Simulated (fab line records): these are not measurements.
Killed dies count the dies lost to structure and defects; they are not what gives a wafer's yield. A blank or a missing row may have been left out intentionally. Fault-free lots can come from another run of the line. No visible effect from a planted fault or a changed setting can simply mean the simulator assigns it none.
fab line records	flow sky130
record: lots: 24	wafers: 72	last-day: 50
route steps=708 shown VIA2@509 METAL3@536 CAPM@539 VIA3@588 PAD_OPEN@707
lots that met no fault: from a run of the same line without faults
start-h: hours from the record's opening day to when the first of the lot's shown wafers began	wait-h: time in hours since the lot's previous step	" unchanged from the row above	L1.1+2: several wafers, shown together as one row	- no value, or no start was given	* or withheld: withheld	< > ~ a bound
route shown NAME@n: names a module that has steps shown in the file, with the first one's number in the route	usual: mean/standard deviation taken from wafers without a fault	same: alike in all rows	chamber/n: place in a boat	sites: per-site readings	_std_site: the standard deviation of these	_edge_site: outer sites' mean less inner sites'	radius-mm: for every site, how far away it sits from the centre of the wafer	mask NAME#n: copy n	behind: the most recent tool/chamber to have shaped the wafer	hold: reason for holding the lot/hours on hold/outcome of the hold	device: the n, p or np transistor that did not switch	end of line: tests run on the same wafers once the route is complete	for a step that has no rows: nothing shown but its recipe	killed: dies that structure and defects cost at the first sort, which is not the same as the wafer's yield	map: shows each die of a wafer: x if killed, . if not, _ if none is there
set.NAME: the setting the step ran with; set.NAME@STEP: the setting that earlier step ran with	model.NAME: the simulator's own value behind a step, which no gauge read
one table for each step of the route and one row for each wafer, over a sample of lots
services: a tool's chamber out of use, with start hour (start-h, from the record's first day; less than 0 if before it), hours out, and reason
== steps ==
step: SKY_VIA2_CMP_02
recipe: material: SiO2	down-force-psi: 4	platen-rpm: 60	pad-velocity-m-s: 0.94248
usual: motor-current-A: 12.2/0.69
lot.wafer	tool	chamber	start-h	wait-h	motor-current-A
L074.3	cmp-01	2	821.07	0.1	12.7
L074.4	"	0	"	"	11.0
L074.5	"	1	"	"	11.7
L075.1	cmp-01	3	826.07	0.1	13.2
L075.4	"	1	"	"	11.4
L075.6	"	0	"	"	10.4
L076.1	cmp-01	2	836.94	0.1	11.9
L076.5	"	0	"	"	11.1
L076.6	"	1	"	"	12.0
L077.2	cmp-01	3	846.52	0.1	12.8
L077.3	"	0	"	"	10.9
L077.5	"	2	"	"	11.7
L078.4	cmp-02	0	860.26	0.1	12.4
L078.1	"	1	"	"	11.9
L078.5	"	3	"	"	13.0
L080.4	cmp-01	0	861.97	0.1	12.0
L080.1	"	1	"	"	11.8
L080.5	"	2	"	"	11.5
L079.2	cmp-01	3	862.66	0.1	12.3
L079.1	"	1	"	"	12.0
L079.6	"	2	"	"	12.7
L081.1	cmp-02	2	886.67	0.1	12.8
L081.3	"	0	"	"	11.8
L081.5	"	3	"	"	13.0
L082.4	cmp-01	1	897.24	0.1	11.8
L082.3	"	2	"	"	12.6
L082.6	"	0	"	"	11.0
L083.2	cmp-01	1	898.88	0.0	10.9
L083.3	"	2	"	"	12.0
L083.1	"	0	"	"	11.4
L084.4	cmp-02	2	906.69	0.1	12.5
L084.1	"	3	"	"	13.0
L084.6	"	2	"	"	12.1
L085.2	cmp-01	3	913.96	0.1	12.9
L085.1	"	0	"	"	11.3
L085.6	"	3	"	"	13.4
L086.4	cmp-01	3	914.36	0.4	12.9
L086.5	"	0	"	"	11.6
L086.6	"	1	"	"	12.5
L087.4	cmp-02	3	921.01	0.1	13.1
L087.2	"	0	"	"	12.7
L087.6	"	3	"	"	13.2
L088.4	cmp-01	1	932.58	0.1	11.7
L088.3	"	3	"	"	13.3
L088.6	"	1	"	"	11.3
L089.3	cmp-01	2	945.70	0.1	12.8
L089.2	"	0	"	"	11.2
L089.5	"	2	"	"	11.5
L091.4	cmp-02	3	960.67	0.0	12.8
L091.1	"	1	"	"	11.7
L091.2	"	2	"	"	12.3
L090.2	cmp-01	2	962.44	0.0	11.8
L090.4	"	0	"	"	11.2
L090.3	"	1	"	"	11.9
L092.3	cmp-02	2	963.61	0.2	12.4
L092.5	"	3	"	"	13.3
L092.6	"	0	"	"	12.7
L093.2	cmp-01	1	965.84	0.0	11.4
L093.3	"	3	"	"	13.5
L093.5	"	1	"	"	11.7
L094.3	cmp-02	0	969.49	0.1	12.5
L094.4	"	1	"	"	11.0
L094.6	"	0	"	"	12.0
L095.4	cmp-02	3	984.27	0.0	12.9
L095.1	"	2	"	"	12.2
L095.6	"	0	"	"	11.9
L096.2	cmp-02	0	984.57	0.3	13.0
L096.1	"	2	"	"	11.7
L096.5	"	1	"	"	12.0
L097.2	cmp-01	3	991.51	0.0	12.1
L097.4	"	0	"	"	11.6
L097.1	"	1	"	"	11.1
step: SKY_METAL3_SPUTTER_04
recipe: material: TiN	target-thk-nm: 70	power-w: 6500	time-s: 58.3	chamber-pressure-pa: 0.4
usual: throttle-valve-pct: 30.1/1.4
lot.wafer	tool	chamber	start-h	wait-h	throttle-valve-pct
L074.3	pvd-sputter-04	-	849.32	0.0	29.2
L074.4	"	-	"	"	28.5
L074.5	"	-	"	"	27.4
L075.1	pvd-sputter-02	-	854.65	0.0	29.1
L075.4	"	-	"	"	31.3
L075.6	"	-	"	"	30.7
L076.1	pvd-sputter-01	-	864.61	0.0	30.2
L076.5	"	-	"	"	29.9
L076.6	"	-	"	"	31.1
L077.2	pvd-sputter-01	-	874.48	0.0	30.9
L077.3	"	-	"	"	31.1
L077.5	"	-	"	"	31.3
L078.1	pvd-sputter-02	-	887.54	0.0	31.4
L078.4	"	-	"	"	31.6
L078.5	"	-	"	"	31.4
L080.1	pvd-sputter-01	-	889.03	0.0	30.7
L080.4	"	-	"	"	30.4
L080.5	"	-	"	"	31.2
L079.1	pvd-sputter-02	-	889.75	0.0	30.7
L079.2	"	-	"	"	31.7
L079.6	"	-	"	"	29.2
L081.1	pvd-sputter-01	-	913.57	0.0	30.9
L081.3	"	-	"	"	29.7
L081.5	"	-	"	"	29.7
L082.3	pvd-sputter-01	-	923.71	0.0	29.5
L082.4	"	-	"	"	30.7
L082.6	"	-	"	"	29.9
L083.1	pvd-sputter-04	-	926.12	0.0	28.6
L083.2	"	-	"	"	29.2
L083.3	"	-	"	"	27.4
L084.1	pvd-sputter-04	-	933.77	0.0	32.2
L084.4	"	-	"	"	29.3
L084.6	"	-	"	"	29.0
L085.1	pvd-sputter-01	-	941.01	0.0	31.0
L085.2	"	-	"	"	29.7
L085.6	"	-	"	"	30.1
L086.4	pvd-sputter-01	-	941.88	0.0	31.1
L086.5	"	-	"	"	31.1
L086.6	"	-	"	"	30.0
L087.2	pvd-sputter-04	-	947.72	0.0	28.5
L087.4	"	-	"	"	32.4
L087.6	"	-	"	"	29.3
L088.3	pvd-sputter-01	-	959.37	0.0	30.1
L088.4	"	-	"	"	30.7
L088.6	"	-	"	"	29.7
L089.2	pvd-sputter-02	-	972.46	0.0	30.3
L089.3	"	-	"	"	31.8
L089.5	"	-	"	"	31.4
L091.1	pvd-sputter-04	-	987.69	0.0	32.3
L091.2	"	-	"	"	29.0
L091.4	"	-	"	"	29.2
L090.2	pvd-sputter-02	-	989.16	0.0	30.5
L090.3	"	-	"	"	31.5
L090.4	"	-	"	"	31.5
L092.3	pvd-sputter-04	-	989.77	0.0	28.8
L092.5	"	-	"	"	28.8
L092.6	"	-	"	"	27.3
L093.2	pvd-sputter-04	-	992.72	0.0	32.2
L093.3	"	-	"	"	29.3
L093.5	"	-	"	"	32.2
L094.3	pvd-sputter-02	-	995.62	0.0	31.2
L094.4	"	-	"	"	29.0
L094.6	"	-	"	"	31.2
L096.1	pvd-sputter-04	-	1010.08	0.0	27.2
L096.2	"	-	"	"	28.5
L096.5	"	-	"	"	27.3
L095.1	pvd-sputter-01	-	1010.21	0.0	30.9
L095.4	"	-	"	"	30.7
L095.6	"	-	"	"	29.6
L097.1	pvd-sputter-02	-	1016.99	0.0	31.6
L097.2	"	-	"	"	31.4
L097.4	"	-	"	"	29.2
step: SKY_CAPM_SPUTTER_02
recipe: material: TiN	target-thk-nm: 200	temp-c: 300	power-w: 6500	time-s: 166.7	chamber-pressure-pa: 0.4
usual: throttle-valve-pct: 30.4/0.74
lot.wafer	tool	chamber	start-h	wait-h	throttle-valve-pct
L074.3	pvd-sputter-02	-	849.45	0.0	31.7
L074.4	"	-	"	"	30.5
L074.5	"	-	"	"	30.6
L075.1	pvd-sputter-01	-	854.78	0.1	31.1
L075.4	"	-	"	"	29.6
L075.6	"	-	"	"	29.5
L076.1	pvd-sputter-02	-	864.75	0.1	31.5
L076.5	"	-	"	"	29.5
L076.6	"	-	"	"	30.9
L077.2	pvd-sputter-02	-	874.61	0.0	31.3
L077.3	"	-	"	"	31.3
L077.5	"	-	"	"	29.1
L078.1	pvd-sputter-01	-	887.67	0.1	31.1
L078.4	"	-	"	"	30.1
L078.5	"	-	"	"	30.1
L080.1	pvd-sputter-02	-	889.16	0.1	29.2
L080.4	"	-	"	"	31.3
L080.5	"	-	"	"	30.2
L079.1	pvd-sputter-03	-	889.88	0.1	31.2
L079.2	"	-	"	"	29.6
L079.6	"	-	"	"	30.2
L081.1	pvd-sputter-03	-	913.70	0.1	30.0
L081.3	"	-	"	"	30.3
L081.5	"	-	"	"	31.3
L082.3	pvd-sputter-03	-	923.84	0.0	30.2
L082.4	"	-	"	"	29.8
L082.6	"	-	"	"	31.1
L083.1	pvd-sputter-03	-	926.25	0.1	30.0
L083.2	"	-	"	"	29.7
L083.3	"	-	"	"	30.8
L084.1	pvd-sputter-01	-	933.90	0.1	29.4
L084.4	"	-	"	"	31.0
L084.6	"	-	"	"	31.0
L085.1	pvd-sputter-03	-	941.14	0.1	29.7
L085.2	"	-	"	"	31.3
L085.6	"	-	"	"	29.6
L086.4	pvd-sputter-03	-	942.01	0.0	29.9
L086.5	"	-	"	"	29.8
L086.6	"	-	"	"	29.7
L087.2	pvd-sputter-03	-	947.85	0.0	30.1
L087.4	"	-	"	"	29.7
L087.6	"	-	"	"	29.8
L088.3	pvd-sputter-02	-	959.50	0.0	30.2
L088.4	"	-	"	"	29.2
L088.6	"	-	"	"	31.6
L089.2	pvd-sputter-03	-	972.59	0.0	29.4
L089.3	"	-	"	"	29.5
L089.5	"	-	"	"	30.1
L091.1	pvd-sputter-01	-	987.82	0.1	30.8
L091.2	"	-	"	"	30.2
L091.4	"	-	"	"	29.7
L090.2	pvd-sputter-03	-	989.29	0.0	29.6
L090.3	"	-	"	"	30.6
L090.4	"	-	"	"	29.7
L092.3	pvd-sputter-02	-	989.90	0.0	31.8
L092.5	"	-	"	"	30.4
L092.6	"	-	"	"	29.2
L093.2	pvd-sputter-03	-	992.86	0.0	30.1
L093.3	"	-	"	"	29.6
L093.5	"	-	"	"	29.6
L094.3	pvd-sputter-01	-	995.75	0.0	30.1
L094.4	"	-	"	"	31.2
L094.6	"	-	"	"	29.9
L096.1	pvd-sputter-02	-	1010.21	0.1	31.4
L096.2	"	-	"	"	30.3
L096.5	"	-	"	"	30.8
L095.1	pvd-sputter-01	-	1010.34	0.1	29.7
L095.4	"	-	"	"	31.0
L095.6	"	-	"	"	31.1
L097.1	pvd-sputter-01	-	1017.13	0.1	31.2
L097.2	"	-	"	"	29.9
L097.4	"	-	"	"	30.2
step: SKY_METAL3_ETCH_16
recipe: chemistry: N2/H2	target: BARC	ion-energy-ev: 200	bias-w: 100	pressure-mtorr: 30	n2-flow-sccm: 100	h2-flow-sccm: 200	icp-w: 500	stop-on: SiO2	time-s: 88.2	target-depth-a: 600
usual: drypump-motor-current-A: 5.6/0.49	oes-product-au: 0.626/0.0046	throttle-valve-pct: 13.206/0.009
lot.wafer	tool	chamber	start-h	wait-h	drypump-motor-current-A	oes-product-au	rf-hours-counter-h	throttle-valve-pct
L074.3	rie-metal-01	0	902.22	0.0	5.1	0.625	-	13.201
L074.4	"	1	"	"	6.3	0.626	-	13.225
L074.5	"	0	"	"	5.1	0.626	-	13.199
L075.1	rie-metal-03	0	907.87	0.0	5.7	0.629	5	13.193
L075.4	"	0	"	"	5.8	0.631	-	13.208
L075.6	"	0	"	"	5.8	0.618	-	13.189
L076.1	rie-metal-03	1	915.42	0.0	5.5	0.628	4	13.203
L076.5	"	1	"	"	5.5	0.616	-	13.204
L076.6	"	0	"	"	5.8	0.625	-	13.192
L077.2	rie-metal-03	0	925.09	0.0	5.8	0.635	6	13.209
L077.3	"	1	"	"	5.5	0.632	-	13.202
L077.5	"	0	"	"	5.8	0.624	-	13.213
L078.1	rie-metal-03	0	939.14	0.0	5.8	0.625	6	13.212
L078.4	"	0	"	"	5.8	0.624	-	13.216
L078.5	"	0	"	"	5.8	0.624	-	13.219
L080.1	rie-metal-01	0	940.71	0.0	5.1	0.632	16	13.207
L080.4	"	0	"	"	5.1	0.623	-	13.203
L080.5	"	1	"	"	6.3	0.612	-	13.208
L079.1	rie-metal-04	0	941.36	0.0	5.0	0.631	6	13.215
L079.2	"	1	"	"	6.2	0.625	16	13.222
L079.6	"	0	"	"	5.0	0.638	-	13.201
L081.1	rie-metal-04	0	964.97	0.0	5.0	0.619	7	13.205
L081.3	"	0	"	"	5.0	0.626	-	13.213
L081.5	"	0	"	"	5.0	0.623	-	13.211
L082.3	rie-metal-01	1	974.57	0.0	6.3	0.622	-	13.212
L082.4	"	0	"	"	5.1	0.627	-	13.198
L082.6	"	1	"	"	6.3	0.626	-	13.211
L083.1	rie-metal-01	1	976.21	0.0	6.3	0.625	13	13.230
L083.2	"	0	"	"	5.1	0.625	18	13.201
L083.3	"	0	"	"	5.1	0.622	-	13.198
L084.1	rie-metal-04	0	982.17	0.1	5.0	0.626	9	13.202
L084.4	"	0	"	"	5.0	0.622	-	13.201
L084.6	"	0	"	"	5.0	0.623	-	13.198
L085.1	rie-metal-03	1	990.24	0.0	5.5	0.625	7	13.192
L085.2	"	0	"	"	5.7	0.628	9	13.216
L085.6	"	1	"	"	5.5	0.616	-	13.192
L086.4	rie-metal-04	0	992.09	0.1	5.0	0.633	-	13.213
L086.5	"	0	"	"	5.0	0.628	-	13.204
L086.6	"	0	"	"	5.0	0.625	-	13.196
L087.2	rie-metal-01	1	997.42	0.0	6.3	0.631	14	13.207
L087.4	"	1	"	"	6.3	0.619	-	13.214
L087.6	"	1	"	"	6.3	0.626	-	13.205
L088.3	rie-metal-01	1	1008.96	0.0	6.3	0.626	-	13.222
L088.4	"	0	"	"	5.1	0.626	-	13.184
L088.6	"	0	"	"	5.1	0.629	-	13.219
L089.2	rie-metal-04	1	1020.22	0.0	6.3	0.632	18	13.198
L089.3	"	0	"	"	5.0	0.625	-	13.198
L089.5	"	0	"	"	5.0	0.628	-	13.214
L091.1	rie-metal-03	1	1034.91	0.0	5.5	0.634	9	13.201
L091.2	"	0	"	"	5.7	0.622	11	13.206
L091.4	"	1	"	"	5.5	0.626	-	13.219
L090.2	rie-metal-03	0	1036.26	0.0	5.8	0.624	11	13.214
L090.3	"	1	"	"	5.5	0.629	-	13.207
L090.4	"	0	"	"	5.8	0.624	-	13.206
L092.3	rie-metal-03	1	1037.42	0.0	5.5	0.628	-	13.201
L092.5	"	0	"	"	5.8	0.626	-	13.214
L092.6	"	1	"	"	5.5	0.623	-	13.216
L093.2	rie-metal-04	0	1039.34	0.0	5.0	0.625	13	13.216
L093.3	"	0	"	"	5.0	0.629	-	13.212
L093.5	"	1	"	"	6.2	0.624	-	13.198
L094.3	rie-metal-01	0	1041.49	0.0	5.1	0.623	-	13.221
L094.4	"	1	"	"	6.3	0.621	-	13.214
L094.6	"	0	"	"	5.1	0.625	-	13.205
L096.1	rie-metal-01	0	1055.44	0.0	5.1	0.629	21	13.201
L096.2	"	1	"	"	6.3	0.625	18	13.209
L096.5	"	1	"	"	6.3	0.630	-	13.206
L095.1	rie-metal-03	1	1056.44	0.0	5.5	0.624	11	13.173
L095.4	"	1	"	"	5.4	0.629	-	13.211
L095.6	"	0	"	"	5.7	0.633	-	13.192
L097.1	rie-metal-04	0	1062.34	0.1	5.0	0.619	16	13.216
L097.2	"	0	"	"	5.0	0.620	-	13.206
L097.4	"	0	"	"	5.0	0.622	-	13.212
step: SKY_VIA3_ETCH_15
recipe: target: SiO2	chemistry: C4F8/O2/Ar	target-depth-nm: 507	stop-on: TiN	mask-material: KrF-thick	source-w: 1500	bias-w: 1200	pressure-mtorr: 40	c4f8-flow-sccm: withheld	O2_flow_sccm: 6	Ar_flow_sccm: 300	time-s: 78
usual: oes-product-au: 0.946/0.005
lot.wafer	tool	chamber	start-h	wait-h	oes-product-au	rf-hours-counter-h
L074.3	rie-diel-04	3	928.77	0.0	0.944	12
L074.4	"	2	"	"	0.953	11
L074.5	"	1	"	"	0.950	-
L075.1	rie-diel-04	1	934.67	0.0	0.952	24
L075.4	"	0	"	"	0.956	18
L075.6	"	1	"	"	0.945	-
L076.1	rie-diel-01	3	941.09	0.0	0.949	9
L076.5	"	2	"	"	0.946	-
L076.6	"	1	"	"	0.946	-
L077.2	rie-diel-01	3	951.47	0.0	0.935	9
L077.3	"	1	"	"	0.942	3
L077.5	"	1	"	"	0.952	-
L078.1	rie-diel-02	1	965.72	0.0	0.944	23
L078.4	"	1	"	"	0.951	-
L078.5	"	0	"	"	0.948	-
L080.1	rie-diel-04	3	967.29	0.0	0.947	13
L080.4	"	0	"	"	0.940	19
L080.5	"	0	"	"	0.939	-
L079.1	rie-diel-01	1	968.10	0.0	0.936	3
L079.2	"	3	"	"	0.955	10
L079.6	"	1	"	"	0.957	-
L081.1	rie-diel-02	3	991.40	0.0	0.945	29
L081.3	"	0	"	"	0.946	11
L081.5	"	0	"	"	0.948	-
L082.3	rie-diel-04	1	999.99	0.0	0.955	27
L082.4	"	3	"	"	0.940	15
L082.6	"	3	"	"	0.943	-
L083.1	rie-diel-04	2	1002.30	0.0	0.951	13
L083.2	"	3	"	"	0.950	15
L083.3	"	0	"	"	0.947	20
L084.1	rie-diel-02	2	1007.89	0.0	0.952	23
L084.4	"	1	"	"	0.944	24
L084.6	"	3	"	"	0.945	-
L085.1	rie-diel-01	2	1014.79	0.0	0.950	20
L085.2	"	0	"	"	0.949	1
L085.6	"	1	"	"	0.952	-
L086.4	rie-diel-02	1	1016.88	0.0	0.938	-
L086.5	"	2	"	"	0.950	-
L086.6	"	0	"	"	0.953	-
L087.2	rie-diel-04	3	1021.74	0.0	0.945	15
L087.4	"	1	"	"	0.945	27
L087.6	"	3	"	"	0.952	-
L088.3	rie-diel-01	0	1032.99	0.0	0.942	2
L088.4	"	1	"	"	0.946	5
L088.6	"	2	"	"	0.948	-
L089.2	rie-diel-01	3	1044.69	0.0	0.942	12
L089.3	"	0	"	"	0.940	2
L089.5	"	2	"	"	0.939	-
L091.1	rie-diel-02	1	1057.62	0.0	0.949	26
L091.2	"	0	"	"	0.952	13
L091.4	"	2	"	"	0.945	25
L090.2	rie-diel-01	3	1060.07	0.0	0.941	13
L090.3	"	0	"	"	0.946	3
L090.4	"	2	"	"	0.945	22
L092.3	rie-diel-01	2	1061.02	0.0	0.941	22
L092.5	"	1	"	"	0.941	-
L092.6	"	0	"	"	0.947	-
L093.2	rie-diel-01	3	1063.39	0.0	0.956	13
L093.3	"	0	"	"	0.946	3
L093.5	"	3	"	"	0.946	-
L094.3	rie-diel-02	0	1064.85	0.0	0.946	13
L094.4	"	2	"	"	0.943	-
L094.6	"	3	"	"	0.945	-
L096.1	rie-diel-01	1	1077.96	0.0	0.939	7
L096.2	"	3	"	"	0.945	13
L096.5	"	1	"	"	0.948	-
L095.1	rie-diel-01	2	1079.05	0.0	0.952	22
L095.4	"	0	"	"	0.947	4
L095.6	"	1	"	"	0.947	-
L097.1	rie-diel-04	2	1084.90	0.0	0.939	16
L097.2	"	3	"	"	0.940	18
L097.4	"	1	"	"	0.938	29
step: SKY_PAD_OPEN_BOW_MEAS_13
recipe: mode: bow
usual: PAD_OPEN_BOW: 48/8.7
lot.wafer	tool	chamber	start-h	wait-h	PAD_OPEN_BOW[um]
L074.3	film-metro-04	-	1075.58	-	37
L074.4	"	-	"	"	39
L074.5	"	-	"	"	30
L075.1	film-metro-02	-	1082.99	-	41
L075.4	"	-	"	"	41
L075.6	"	-	"	"	53
L076.1	film-metro-04	-	1087.98	-	64
L076.5	"	-	"	"	48
L076.6	"	-	"	"	49
L077.2	film-metro-04	-	1096.55	-	48
L077.3	"	-	"	"	44
L077.5	"	-	"	"	58
L078.1	film-metro-02	-	1108.19	-	47
L078.4	"	-	"	"	37
L078.5	"	-	"	"	51
L080.1	film-metro-01	-	1110.05	-	47
L080.4	"	-	"	"	46
L080.5	"	-	"	"	42
L079.1	film-metro-01	-	1111.16	-	57
L079.2	"	-	"	"	47
L079.6	"	-	"	"	52
L081.1	film-metro-04	-	1128.22	-	33
L081.3	"	-	"	"	46
L081.5	"	-	"	"	45
L082.3	film-metro-04	-	1135.43	-	43
L082.4	"	-	"	"	45
L082.6	"	-	"	"	45
L083.1	film-metro-01	-	1138.74	-	52
L083.2	"	-	"	"	47
L083.3	"	-	"	"	57
L084.1	film-metro-04	-	1142.90	-	61
L084.4	"	-	"	"	51
L084.6	"	-	"	"	51
L085.1	film-metro-04	-	1148.89	-	39
L085.2	"	-	"	"	31
L085.6	"	-	"	"	45
L086.4	film-metro-04	-	1150.60	-	54
L086.5	"	-	"	"	51
L086.6	"	-	"	"	61
L087.2	film-metro-01	-	1153.54	-	34
L087.4	"	-	"	"	33
L087.6	"	-	"	"	42
L088.3	film-metro-01	-	1162.43	-	47
L088.4	"	-	"	"	62
L088.6	"	-	"	"	41
L089.2	film-metro-01	-	1171.46	-	32
L089.3	"	-	"	"	41
L089.5	"	-	"	"	48
L091.1	film-metro-02	-	1182.00	-	44
L091.2	"	-	"	"	56
L091.4	"	-	"	"	49
L090.2	film-metro-04	-	1185.31	-	44
L090.3	"	-	"	"	48
L090.4	"	-	"	"	41
L092.3	film-metro-02	-	1185.97	-	58
L092.5	"	-	"	"	62
L092.6	"	-	"	"	59
L093.2	film-metro-01	-	1187.10	-	65
L093.3	"	-	"	"	52
L093.5	"	-	"	"	66
L094.3	film-metro-01	-	1189.11	-	39
L094.4	"	-	"	"	34
L094.6	"	-	"	"	42
L096.1	film-metro-01	-	1197.47	-	60
L096.2	"	-	"	"	63
L096.5	"	-	"	"	41
L095.1	film-metro-04	-	1198.24	-	42
L095.4	"	-	"	"	38
L095.6	"	-	"	"	39
L097.1	film-metro-04	-	1202.84	-	52
L097.2	"	-	"	"	65
L097.4	"	-	"	"	46
== services ==
tool	chamber	start-h	hours	kind
cmp-01	-	829.29	0.4	repair
rie-diel-01	2	833.96	5.1	repair
pvd-sputter-04	-	837.54	0.6	repair
cmp-01	-	840.09	3.4	pm
rie-metal-03	-	849.98	1.0	repair
rie-metal-03	-	874.15	14.6	pm
pvd-sputter-04	-	884.93	7.9	repair
rie-metal-03	-	892.46	1.4	pm
pvd-sputter-03	-	901.64	2.2	repair
pvd-sputter-02	-	902.18	57.1	repair
cmp-02	-	912.26	4.0	pm
cmp-01	-	926.40	1.8	repair
pvd-sputter-02	-	949.78	5.9	repair
cmp-01	-	951.83	0.8	repair
cmp-01	-	958.23	2.0	repair
pvd-sputter-03	-	961.68	3.2	repair
cmp-01	-	984.10	5.1	pm
pvd-sputter-03	-	996.32	3.9	repair
pvd-sputter-03	-	1021.40	2.0	repair
rie-diel-01	-	1021.75	2.8	pm
cmp-02	-	1026.24	4.2	pm
pvd-sputter-01	-	1031.02	10.1	repair
rie-diel-01	2	1049.82	7.2	repair
cmp-02	-	1064.03	4.5	pm
== key ==
fault none
